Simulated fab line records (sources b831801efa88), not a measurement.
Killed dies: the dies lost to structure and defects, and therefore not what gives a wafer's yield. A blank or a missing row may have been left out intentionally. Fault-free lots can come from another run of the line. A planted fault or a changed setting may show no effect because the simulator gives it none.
A lot that was struck, set against a sound lot :: flow sky130 :: 15 steps out of a route of 708
Sound: the wafers L931.1, L931.3, L931.5. The struck wafers were L939.3, L939.4, L939.5. The cause is given at the end.
Each step with rows lists, per side, the tool, then ch with its chambers, then its first start. Under that, the readings that differ: sound wafers :: struck wafers :: difference of the means :: sigmas: that difference in standard deviations of wafers without a fault.
alike: same words and numbers on both sides, and readings whose means sit less than 2 such deviations apart. not compared: any withheld reading, any reading some wafer has no value for, any bound like >300 that may hide the same value, and any number with overlapping values for which the record gives no deviation.
Wherever a step has rows on one side only, a row that says differs or no value, or a row with sigmas, the two part there. Non-overlapping numbers with no deviation appear without sigmas and do not part them. Lack of a reading on every wafer of one side parts them only where that side has two or more wafers.

SKY_FIELD_ISO_ETCH_17: etches Si in HBr/Cl2/O2, target depth 342 nm, time 97.7 s.
  sound on rieSi-01 ch 1,2, day 3 21:19; struck on rieSi-01 ch 0,1,3, day 5 17:27
  alike: HBr_flow_sccm, O2_flow_sccm, chamberPressureMTorr, drypumpMotorCurrentA, heBacksideLeakSccm, oesProductAu, throttleValvePct
  not compared: rfHoursCounterH
then, 5 steps without rows for these wafers: SKY_FIELD_ISO_WET_ETCH_18 (etches Si3N4 in H3PO4, target depth 25 nm, time 286 s); SKY_FIELD_ISO_CLEAN_19 (cleans in SC1/SC2, time 150 s); SKY_FIELD_ISO_CLEAN_20 (cleans in dHF, time 20 s); SKY_FIELD_ISO_WET_ETCH_21 (etches SiO2 in dHF, target depth 20 nm, time 400 s); SKY_FIELD_ISO_OXIDATION_22 (stabilise 600 s, purge 300 s, target thk 10 nm).
SKY_FIELD_ISO_THK_MEAS_23:
  struck on filmMetro-04, day 5 19:28; sound on filmMetro-01, day 3 22:53
  alike: FIELD_ISO_OXIDATION_01_THK
then, 1 step without rows for these wafers: SKY_FIELD_ISO_CVD_24 (deposits SiO2, target thk 595 nm, time 99.2 s).
SKY_FIELD_ISO_THK_MEAS_25:
  struck on filmMetro-04, day 5 19:35; sound on filmMetro-01, day 3 23:01
  alike: FIELD_ISO_CVD_24_THK
then, 1 step without rows for these wafers: SKY_FIELD_ISO_ANNEAL_26 (time 1800 s).
SKY_FIELD_ISO_CMP_27: polishes, stops on Si3N4, t overpolish 16 s, target thk 457.8 nm.
  sound on cmp-01 ch 0,1,2, day 4 01:23; struck on cmp-02 ch 0,2,3, day 5 21:08
  alike: motorCurrentA, overpolishRunS, timeToEndpointS
then, 1 step without rows for these wafers: SKY_FIELD_ISO_WET_ETCH_28 (etches SiO2 in dHF, target depth 23.7 nm, time 47 s).
SKY_FIELD_ISO_WET_ETCH_29: etches Si3N4 in H3PO4, target depth 160 nm, time 1825 s.
  sound on wetBench-04 ch 2, day 4 01:37; struck on wetBench-03 ch 3, day 5 21:28
  no value came back on the struck wafers for bathGuardTempC (C), bathHeatDutyPct (%); on the sound wafers bathGuardTempC (C) reads 160.5 160.7 160.7
reading: model.Si3N4_of_FIELD_ISO_CVD_03.thkNm (nm)
sound: 0 0 0
struck: 116.5 115.6 117.1
difference: +116.4
sigmas: 
then, 1 step without rows for these wafers: SKY_FIELD_ISO_WET_ETCH_30 (etches SiO2 in dHF, target depth 25 nm, time 50 s).
-- record jumps: 44 days separate the struck wafers' starts on either side; left off in module FIELD_ISO, taken up again in module PAD_OPEN, whose first shown step is the route's number 708 --
SKY_PAD_OPEN_PROBE_99:
  struck on prober-01, day 49 12:10; sound on prober-02, day 47 17:18
reading: killedAtFrontEnd
sound: 15 11 10
struck: 416 412 413
difference: +402
sigmas: +91

reading: killedDies
sound: 82 76 57
struck: 492 492 492
difference: +420
sigmas: +43

reading: killedOnRim
sound: 16 12 15
struck: 96 96 96
difference: +82
sigmas: +19
  alike: killed_at_M0_to_M3, killed_at_M4_up, killedAtContacts, killedAtOther, killedOpen, killedShort

WHERE THEY PART
Last at SKY_PAD_OPEN_PROBE_99 as far as this record goes, first at SKY_FIELD_ISO_WET_ETCH_29.

WHY: what the simulator had put in
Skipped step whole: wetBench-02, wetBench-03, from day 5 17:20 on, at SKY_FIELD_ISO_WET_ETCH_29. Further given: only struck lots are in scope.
